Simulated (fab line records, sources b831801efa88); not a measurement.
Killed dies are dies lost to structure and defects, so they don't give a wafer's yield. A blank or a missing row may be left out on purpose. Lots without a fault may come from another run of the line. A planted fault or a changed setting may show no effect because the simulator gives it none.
One fault seen from 2 desks | flow sky130 | each desk has only its own numbers; what lay behind them comes last

THE METROLOGY DESK
What the gauges read, lot by lot, whatever tool the lot ran on: means of the sampled wafers that have a number. A lot is out of limits, marked OUT, if its mean lies more than 4 standard deviations from the usual mean; the brackets give that distance.
Columns: A = cd_nm at SKY_VIA2_CD_MEAS_12, usual 200.6 nm
lot  | first seen here | A
L664 | day 36 22:26    | 200.0
L665 | day 37 04:07    | 200.5
L666 | day 37 18:41    | 202.2
L668 | day 38 01:31    | 201.6
L669 | day 38 08:23    | 200.0
L671 | day 39 01:13    | 199.3
L672 | day 39 08:46    | 199.5
L674 | day 40 04:47    | 198.5
L676 | day 40 17:16    | 198.6
L679 | day 41 11:03    | 199.9
L685 | day 43 01:43    | 201.7
This desk's finding: nothing out of limits on any of the 11 lots.

THE TOOL OWNER'S DESK: rie_metal-02
The tool's own readings at SKY_METAL2_METAL_ETCH_19 (etches the open film in Cl2/BCl3, stops on SiO2, target depth 360 nm, time 78 s): means of the sampled wafers that have a number, for each lot that ran on this tool. A lot is out of limits, marked OUT, if its mean lies more than 4 standard deviations from the usual mean; the brackets give that distance.
Columns: A = drypump_motor_current_A at SKY_METAL2_METAL_ETCH_19, usual 5.59 A; B = oes_product_au at SKY_METAL2_METAL_ETCH_19, usual 0.858 a.u.; C = run_length_s at SKY_METAL2_METAL_ETCH_19, usual 106.3 s; D = throttle_valve_pct at SKY_METAL2_METAL_ETCH_19, usual 22.264 %
lot  | first seen here | A    | B                | C                | D
L664 | day 35 18:19    | 5.46 | 0.858            | 106.9            | 22.259
L665 | day 36 00:44    | 5.46 | 0.859            | 106.2            | 22.260
L666 | day 36 15:11    | 5.62 | 0.851            | 106.2            | 22.266
L672 | day 38 05:53    | 5.31 | 0.858            | 106.3            | 22.258
L676 | day 39 14:43    | 5.46 | 0.905 (+7.8) OUT | 102.6 (-8.2) OUT | 22.268
L679 | day 40 09:20    | 5.46 | 0.901 (+7.0) OUT | 103.0 (-7.3) OUT | 22.261
This desk's finding: out of limits on L676, L679; first on L676, day 39 14:43 (oes_product_au at SKY_METAL2_METAL_ETCH_19). In limits: L664, L665, L666, L672.

PUT TOGETHER
The tool owner's desk could have raised an alarm at day 39 14:43, on L676, L679.
The metrology desk saw nothing out of limits.
The metrology desk has L676, L679 on record, within its limits.
Of the lots named, all ran SKY_METAL2_METAL_ETCH_19 on rie_metal-02.

WHAT THE SIMULATOR HAD PUT IN
Process parameter drift: rie_metal-02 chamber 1, from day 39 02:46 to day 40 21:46, at SKY_METAL2_METAL_ETCH_19. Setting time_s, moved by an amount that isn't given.
Lots struck among those shown: L676, L679.
Hours from the fault's start to each desk's first reading out of limits: the tool owner's desk, 12.
